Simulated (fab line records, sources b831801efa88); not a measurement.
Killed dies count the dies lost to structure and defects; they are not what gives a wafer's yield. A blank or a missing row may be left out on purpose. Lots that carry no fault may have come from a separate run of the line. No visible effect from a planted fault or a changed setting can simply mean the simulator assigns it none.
fab line records	flow gf180mcu
record lots=6	wafers=18	lastDay=34
route steps=602 shown HV_LDD@199
lots that met no fault: taken from a fault-free run of the same line
startH: hours from the record's opening day to when the first of the lot's shown wafers began	waitH: hours since the lot's step before	" as in the row above	L1.1+2: a single row standing in for several wafers	- no value, or no start was given	* or withheld: withheld	< > ~ a bound
route shown NAME@n: a module of which the file shows steps, and the number in the route of the first	usual: mean/standard deviation taken from wafers without a fault	same: alike in all rows	chamber/n: place in a boat	sites: readings site by site	_std_site: the standard deviation of these	_edge_site: mean of outer sites minus mean of inner sites	radiusMm: for every site, how far away it sits from the centre of the wafer	mask NAME#n: copy n	behind: the tool/chamber that last shaped the wafer	hold: cause of the lot's hold/its duration in hours/its outcome	device: whichever transistor did not switch (one of n, p or np)	end of line: the tests these same wafers got at the end of their route	a step without rows: its recipe alone	killed: dies that structure and defects cost at the first sort, which is not the same as the wafer's yield	map: per-die view of a wafer (x killed, . not killed, _ where there is no die)
set.NAME: the setting the step ran with; set.NAME@STEP: the setting that earlier step ran with	model.NAME: the simulator's own value behind a step, which no gauge read
certain route steps with their lots: each step a table, each wafer a row
services: when a tool's chamber went out of use (startH, in hours from the record's first day, below 0 if earlier), for how many hours, and the reason
## steps
# step GF_HV_LDD_TW_MEAS_23
# usual HV_LDD_2_TW=1065/13
lot.wafer	tool	chamber	startH	waitH	HV_LDD_2_TW
L809.1	filmMetro-02	-	310.13	0.1	1082
L809.3	"	-	"	"	1084
L809.6	"	-	"	"	1078
L810.1	filmMetro-03	-	315.63	0.1	1055
L810.4	"	-	"	"	1053
L810.5	"	-	"	"	1050
L815.2	filmMetro-02	-	356.34	0.1	1079
L815.3	"	-	"	"	1076
L815.4	"	-	"	"	1076
L816.2	filmMetro-04	-	360.89	0.1	1056
L816.3	"	-	"	"	1056
L816.4	"	-	"	"	1054
L821.1	filmMetro-02	-	405.88	0.1	1082
L821.2	"	-	"	"	1081
L821.6	"	-	"	"	1075
L822.2	filmMetro-03	-	414.49	0.1	1050
L822.3	"	-	"	"	1051
L822.4	"	-	"	"	1053
# step GF_HV_LDD_DEHYDRATE_24
# recipe tempC=200	timeS=60
# step GF_HV_LDD_HMDS_25
# recipe primeTimeS=60	primeTempC=120
# step GF_HV_LDD_COAT_26
# recipe resist=NOVOLAK	spinRpm=3000	resistThkNm=1000
# step GF_HV_LDD_SOFTBAKE_27
# recipe tempC=90	timeS=60	resist=NOVOLAK
# step GF_HV_LDD_EXPOSE_28
# recipe maskId=Nplus_HV_AREA	targetCdNm=400	na=0.6	sourceShape=conventional	sigmaOuter=0.6	doseMj=140
# step GF_HV_LDD_PEB_29
# recipe tempC=withheld	timeS=*	resist=NOVOLAK
# step GF_HV_LDD_DEVELOP_30
# recipe developTimeS=60	devTempC=23
# step GF_HV_LDD_CD_MEAS_31
# recipe targetCdNm=400
# usual cdNm=400.1/2.4
lot.wafer	tool	chamber	startH	waitH	cdNm
L809.1	cdSem-02	-	331.23	0.1	396.9
L809.3	"	-	"	"	397.3
L809.6	"	-	"	"	398.1
L810.1	cdSem-02	-	336.60	0.1	400.1
L810.4	"	-	"	"	399.0
L810.5	"	-	"	"	399.5
L815.2	cdSem-02	-	378.79	0.1	403.4
L815.3	"	-	"	"	400.0
L815.4	"	-	"	"	401.0
L816.2	cdSem-02	-	383.34	0.1	404.7
L816.3	"	-	"	"	402.5
L816.4	"	-	"	"	404.1
L821.1	cdSem-02	-	429.72	0.1	399.3
L821.2	"	-	"	"	401.5
L821.6	"	-	"	"	401.0
L822.2	cdSem-02	-	438.39	0.1	399.0
L822.3	"	-	"	"	398.4
L822.4	"	-	"	"	400.2
# step GF_HV_LDD_OVL_MEAS_32
# usual HV_LDD_02_OVL=0.3/1.5
lot.wafer	tool	chamber	startH	waitH	HV_LDD_02_OVL[nm]
L809.1	overlay-02	-	331.35	0.1	-0.5
L809.3	"	-	"	"	0.6
L809.6	"	-	"	"	0.3
L810.1	overlay-01	-	336.72	0.1	-0.2
L810.4	"	-	"	"	0.4
L810.5	"	-	"	"	-2.1
L815.2	overlay-02	-	378.90	0.1	-5.2
L815.3	"	-	"	"	-3.5
L815.4	"	-	"	"	-4.6
L816.2	overlay-01	-	383.45	0.1	3.2
L816.3	"	-	"	"	1.3
L816.4	"	-	"	"	-0.1
L821.1	overlay-02	-	429.84	0.1	0.7
L821.2	"	-	"	"	2.1
L821.6	"	-	"	"	1.7
L822.2	overlay-01	-	438.50	0.1	2.6
L822.3	"	-	"	"	0.0
L822.4	"	-	"	"	1.4
# step GF_HV_LDD_IMPLANT_33
# recipe species=P	energyKev=60	doseCm2=7.5e+12	tiltDeg=30	rotationDeg=0
# step GF_HV_LDD_IMPLANT_34
# recipe species=P	energyKev=60	doseCm2=7.5e+12	tiltDeg=30	rotationDeg=90
# step GF_HV_LDD_IMPLANT_35
# recipe species=P	energyKev=60	doseCm2=7.5e+12	tiltDeg=30	rotationDeg=180
# usual beamEnergyKeV=60.003/0.018	beamOnS=10.02/0.18	faradayCurrentUA=42.2/0.76	rotationDeg=180.00/0.033
lot.wafer	tool	chamber	startH	waitH	beamEnergyKeV	beamOnS	faradayCurrentUA	rotationDeg
L809.1	implanter-01	-	331.68	0.1	-	-	-	-
L809.3	"	-	"	"	-	-	-	-
L809.6	"	-	"	"	-	-	-	-
L810.1	implanter-02	-	337.06	0.1	-	-	-	-
L810.4	"	-	"	"	-	-	-	-
L810.5	"	-	"	"	-	-	-	-
L815.2	implanter-02	0	379.26	0.1	60.026	9.86	42.9	179.98
L815.3	"	0	"	"	60.015	9.96	42.5	180.02
L815.4	"	0	"	"	60.039	9.75	43.4	180.02
L816.2	implanter-01	0	383.80	0.1	60.003	10.21	41.5	179.92
L816.3	"	0	"	"	60.027	10.18	41.7	180.02
L816.4	"	0	"	"	60.012	10.23	41.5	180.02
L821.1	implanter-01	0	430.18	0.1	60.012	10.26	41.3	180.00
L821.2	"	0	"	"	60.021	10.16	41.6	179.98
L821.6	"	0	"	"	60.011	9.96	42.2	179.97
L822.2	implanter-02	0	438.85	0.1	60.004	10.13	41.9	179.97
L822.3	"	0	"	"	60.016	10.21	41.4	179.97
L822.4	"	0	"	"	60.003	9.86	43.0	179.97
# step GF_HV_LDD_IMPLANT_36
# recipe species=P	energyKev=60	doseCm2=7.5e+12	tiltDeg=30	rotationDeg=270
# step GF_HV_LDD_STRIP_37
# recipe chemistry=O2/N2	powerW=1400	pressureMtorr=1500	platenTempC=250	o2FlowSccm=3000	n2FlowSccm=300	overashFraction=0.5
# usual drypumpMotorCurrentA=5.6/0.53	heaterPowerW=348/44	o2FlowSccm=3000/8.8	oesProductAu=0.716/0.0043	stripTimeToEndpointS=12.65/0.035
lot.wafer	tool	chamber	startH	waitH	drypumpMotorCurrentA	heaterPowerW	o2FlowSccm	oesProductAu	rfHoursCounterH	stripTimeToEndpointS
L809.1	plasmaAsher-04	1	331.98	0.1	6.6	390	2987	0.718	65	12.66
L809.3	"	0	"	"	6.1	398	2997	0.705	-	12.59
L809.6	"	0	"	"	6.1	393	3008	0.722	-	12.64
L810.1	plasmaAsher-02	0	337.36	0.1	5.2	383	3003	0.717	67	12.61
L810.4	"	1	"	"	5.7	289	2984	0.715	-	12.60
L810.5	"	0	"	"	5.2	377	3007	0.721	-	12.63
L815.2	plasmaAsher-02	1	379.53	0.1	5.7	298	2996	0.709	71	12.59
L815.3	"	1	"	"	5.6	303	3008	0.713	-	12.67
L815.4	"	0	"	"	5.1	389	2998	0.722	-	12.68
L816.2	plasmaAsher-04	1	384.08	0.1	6.6	387	2993	0.723	71	12.61
L816.3	"	0	"	"	6.1	397	2999	0.708	-	12.63
L816.4	"	1	"	"	6.6	403	3008	0.712	-	12.63
L821.1	plasmaAsher-02	1	430.48	0.1	5.7	314	3003	0.711	0	12.67
L821.2	"	0	"	"	5.1	389	3002	0.716	0	12.64
L821.6	"	1	"	"	5.7	317	3003	0.714	-	12.67
L822.2	plasmaAsher-03	0	439.13	0.1	5.6	325	3008	0.718	38	12.64
L822.3	"	1	"	"	4.9	287	2989	0.716	-	12.65
L822.4	"	0	"	"	5.6	330	3004	0.717	-	12.64
# step GF_HV_LDD_TW_MEAS_38
# usual HV_LDD_3_TW=1440/17
lot.wafer	tool	chamber	startH	waitH	HV_LDD_3_TW
L809.1	filmMetro-04	-	332.08	0.1	1302
L809.3	"	-	"	"	1302
L809.6	"	-	"	"	1306
L810.1	filmMetro-02	-	337.46	0.1	1338
L810.4	"	-	"	"	1336
L810.5	"	-	"	"	1341
L815.2	filmMetro-04	-	379.64	0.1	1437
L815.3	"	-	"	"	1441
L815.4	"	-	"	"	1434
L816.2	filmMetro-02	-	384.24	0.1	1463
L816.3	"	-	"	"	1457
L816.4	"	-	"	"	1464
L821.1	filmMetro-04	-	430.58	0.1	1454
L821.2	"	-	"	"	1449
L821.6	"	-	"	"	1447
L822.2	filmMetro-02	-	439.24	0.1	1461
L822.3	"	-	"	"	1462
L822.4	"	-	"	"	1462
# step GF_HV_LDD_DEHYDRATE_39
# recipe tempC=200	timeS=60
# step GF_HV_LDD_HMDS_40
# recipe primeTimeS=60	primeTempC=120
# step GF_HV_LDD_COAT_41
# recipe resist=NOVOLAK	spinRpm=3000	resistThkNm=1000
# step GF_HV_LDD_SOFTBAKE_42
# recipe tempC=89.37	timeS=60	resist=NOVOLAK
# step GF_HV_LDD_EXPOSE_43
# recipe maskId=Pplus_HV_AREA	targetCdNm=400	na=0.6	sourceShape=conventional	sigmaOuter=0.6	doseMj=140
# step GF_HV_LDD_PEB_44
# recipe tempC=withheld	timeS=*	resist=NOVOLAK
# step GF_HV_LDD_DEVELOP_45
# recipe developTimeS=60	devTempC=23
# step GF_HV_LDD_CD_MEAS_46
# recipe targetCdNm=400
# usual cdNm=400.8/2.6
lot.wafer	tool	chamber	startH	waitH	cdNm
L809.1	cdSem-01	-	352.93	0.1	402.6
L809.3	"	-	"	"	402.5
L809.6	"	-	"	"	404.3
L810.1	cdSem-01	-	358.37	0.1	400.3
L810.4	"	-	"	"	402.7
L810.5	"	-	"	"	402.0
L815.2	cdSem-01	-	402.49	0.1	400.7
L815.3	"	-	"	"	398.2
L815.4	"	-	"	"	397.5
L816.2	cdSem-01	-	407.22	0.1	403.0
L816.3	"	-	"	"	402.9
L816.4	"	-	"	"	399.5
L821.1	cdSem-02	-	454.90	0.1	401.3
L821.2	"	-	"	"	401.0
L821.6	"	-	"	"	401.9
L822.2	cdSem-02	-	463.52	0.1	401.8
L822.3	"	-	"	"	403.3
L822.4	"	-	"	"	401.6
# step GF_HV_LDD_OVL_MEAS_47
# usual HV_LDD_03_OVL=-1.0/1.4
lot.wafer	tool	chamber	startH	waitH	HV_LDD_03_OVL[nm]
L809.1	overlay-01	-	353.05	0.1	0.6
L809.3	"	-	"	"	1.4
L809.6	"	-	"	"	0.1
L810.1	overlay-02	-	358.49	0.1	0.9
L810.4	"	-	"	"	0.5
L810.5	"	-	"	"	-0.1
L815.2	overlay-01	-	402.60	0.1	-2.1
L815.3	"	-	"	"	0.1
L815.4	"	-	"	"	-0.6
L816.2	overlay-02	-	407.33	0.1	-1.9
L816.3	"	-	"	"	-1.0
L816.4	"	-	"	"	-2.2
L821.1	overlay-02	-	455.02	0.1	-2.0
L821.2	"	-	"	"	-2.4
L821.6	"	-	"	"	-1.7
L822.2	overlay-02	-	463.63	0.1	-0.9
L822.3	"	-	"	"	-1.9
L822.4	"	-	"	"	1.8
# step GF_HV_LDD_IMPLANT_48
# recipe species=B	energyKev=25	doseCm2=3e+13	tiltDeg=7
# step GF_HV_LDD_STRIP_49
# recipe chemistry=O2/N2	powerW=1400	pressureMtorr=1500	platenTempC=250	o2FlowSccm=3000	n2FlowSccm=300	overashFraction=0.5
# usual drypumpMotorCurrentA=5.6/0.52	heaterPowerW=347/44	o2FlowSccm=3002/9.8	oesProductAu=0.716/0.004	stripTimeToEndpointS=12.68/0.035
lot.wafer	tool	chamber	startH	waitH	drypumpMotorCurrentA	heaterPowerW	o2FlowSccm	oesProductAu	rfHoursCounterH	stripTimeToEndpointS
L809.1	plasmaAsher-02	0	353.24	0.1	5.1	385	3010	0.709	69	12.64
L809.3	"	1	"	"	5.7	301	2992	0.714	-	12.62
L809.6	"	0	"	"	5.1	394	3014	0.713	-	12.66
L810.1	plasmaAsher-02	1	358.68	0.1	5.7	299	3008	0.708	69	12.65
L810.4	"	0	"	"	5.2	380	2995	0.715	-	12.66
L810.5	"	0	"	"	5.2	390	3000	0.723	-	12.67
L815.2	plasmaAsher-02	1	402.78	0.1	5.7	292	3029	0.711	74	12.70
L815.3	"	1	"	"	5.7	299	3024	0.716	-	12.69
L815.4	"	0	"	"	5.1	377	2996	0.709	-	12.71
L816.2	plasmaAsher-02	0	407.51	0.1	5.1	381	3011	0.727	74	12.70
L816.3	"	1	"	"	5.7	302	3014	0.718	-	12.70
L816.4	"	0	"	"	5.1	364	3005	0.717	-	12.73
L821.1	plasmaAsher-03	0	455.21	0.1	5.6	333	3002	0.719	39	12.67
L821.2	"	1	"	"	4.9	297	3005	0.716	39	12.71
L821.6	"	0	"	"	5.6	315	2998	0.710	-	12.67
L822.2	plasmaAsher-02	0	463.81	0.1	5.1	379	3001	0.722	4	12.65
L822.3	"	0	"	"	5.1	374	2991	0.717	-	12.67
L822.4	"	1	"	"	5.7	314	2987	0.715	-	12.71
# step GF_HV_LDD_TW_MEAS_50
# usual HV_LDD_4_TW=571/7.3
lot.wafer	tool	chamber	startH	waitH	HV_LDD_4_TW
L809.1	filmMetro-02	-	353.34	0.1	580
L809.3	"	-	"	"	580
L809.6	"	-	"	"	579
L810.1	filmMetro-02	-	358.78	0.1	577
L810.4	"	-	"	"	581
L810.5	"	-	"	"	579
L815.2	filmMetro-02	-	402.89	0.1	580
L815.3	"	-	"	"	582
L815.4	"	-	"	"	580
L816.2	filmMetro-04	-	407.62	0.1	575
L816.3	"	-	"	"	570
L816.4	"	-	"	"	572
L821.1	filmMetro-04	-	455.31	0.1	571
L821.2	"	-	"	"	574
L821.6	"	-	"	"	573
L822.2	filmMetro-04	-	463.92	0.1	571
L822.3	"	-	"	"	569
L822.4	"	-	"	"	570
# step GF_HV_LDD_CLEAN_51
# recipe chemistry=SC1/SC2	mix=1:4:20	tempC=70	timeS=150	dry=n2Spin
# step GF_HV_LDD_RTA_52
# recipe tempC=1000	timeS=10	ambient=N2
# usual lampPowerPct=30.7/2.7	wafer_temp_C_max=1006.2/1.4
lot.wafer	tool	chamber	startH	waitH	lampPowerPct	wafer_temp_C_max
L809.1	rtpAnneal-01	0	353.53	0.0	28.4	1009.2
L809.3	"	0	"	"	28.4	1005.6
L809.6	"	0	"	"	28.4	1004.3
L810.1	rtpAnneal-02	0	358.89	0.0	33.9	1006.6
L810.4	"	0	"	"	34.0	1006.1
L810.5	"	0	"	"	33.9	1006.3
L815.2	rtpAnneal-02	0	403.00	0.0	33.9	1007.4
L815.3	"	0	"	"	33.8	1008.0
L815.4	"	0	"	"	33.9	1007.7
L816.2	rtpAnneal-02	0	407.73	0.0	33.9	1007.7
L816.3	"	0	"	"	33.9	1008.3
L816.4	"	0	"	"	33.9	1007.9
L821.1	rtpAnneal-01	0	455.42	0.0	28.4	1004.2
L821.2	"	0	"	"	28.4	1005.5
L821.6	"	0	"	"	28.4	1005.3
L822.2	rtpAnneal-01	0	464.03	0.0	28.3	1006.2
L822.3	"	0	"	"	28.4	1005.7
L822.4	"	0	"	"	28.3	1007.2
# step GF_HV_LDD_RS_MEAS_53
# recipe thkMeasGauge=four-point-probe
# usual HV_LDD_RS=418.1/0.86
lot.wafer	tool	chamber	startH	waitH	HV_LDD_RS[ohm/sq]
L809.1	filmMetro-03	-	353.59	0.1	439.2
L809.3	"	-	"	"	440.8
L809.6	"	-	"	"	439.6
L810.1	filmMetro-04	-	358.96	0.1	439.8
L810.4	"	-	"	"	439.8
L810.5	"	-	"	"	439.2
L815.2	filmMetro-03	-	403.07	0.1	420.1
L815.3	"	-	"	"	418.5
L815.4	"	-	"	"	419.1
L816.2	filmMetro-03	-	407.80	0.1	419.2
L816.3	"	-	"	"	419.5
L816.4	"	-	"	"	419.2
L821.1	filmMetro-03	-	455.48	0.1	418.1
L821.2	"	-	"	"	417.3
L821.6	"	-	"	"	417.5
L822.2	filmMetro-03	-	464.10	0.1	416.9
L822.3	"	-	"	"	416.5
L822.4	"	-	"	"	416.2
# step GF_HV_LDD_CVD_54
# recipe material=SiO2	targetThkNm=10	precursor=TEOS	tempC=680	timeS=75	pressureMtorr=400
## services
tool	chamber	startH	hours	kind
implanter-02	-	318.39	4.4	pm
plasmaAsher-04	-	406.50	2.8	pm
plasmaAsher-04	-	412.33	1.9	repair
plasmaAsher-02	-	421.25	9.0	pm
plasmaAsher-02	0	421.25	9.0	ventCycle
plasmaAsher-02	1	421.25	9.0	ventCycle
plasmaAsher-02	0	430.25	-	clean
plasmaAsher-02	1	430.25	-	clean
## key
firstSign step=GF_HV_LDD_IMPLANT_35	reading=toolRecord	direction=missing
effect step=GF_HV_LDD_TW_MEAS_38	reading=HV_LDD_3_TW	direction=down	sigmas=6.9	usual=1440	struck=1321
effect step=GF_HV_LDD_RS_MEAS_53	reading=HV_LDD_RS	direction=up	sigmas=25	usual=418.1	struck=439.7
metAt GF_HV_LDD_IMPLANT_35
struckWafers L809.1,L809.3,L809.6,L810.1,L810.4,L810.5
laterRowsLeftOut L809.1,L809.3,L809.6,L810.1,L810.4,L810.5
sortLeftOut L809.1,L809.3,L809.6,L810.1,L810.4,L810.5
testerLeftOut L809,L810
fault kind=skippedStepWhole	tool=implanter-01,implanter-02	chamber=-	onsetH=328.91	steps=GF_HV_LDD_IMPLANT_35	scope=struckLotsOnly
# testerLeftOut: of these lots the tester's yield and bins aren't shown, on N5 and GAA mostly nor the transistor test; their killed dies are dies lost to structure and defects alone, not to doping, threshold or leakage, so they don't give the yield
# sortLeftOut: the simulated sort isn't trusted on such a fault, so these wafers' sort isn't shown, and their yield isn't known
# laterRowsLeftOut: the simulator's readings of these wafers behind a module that went badly wrong aren't trusted and aren't shown, but for the sort
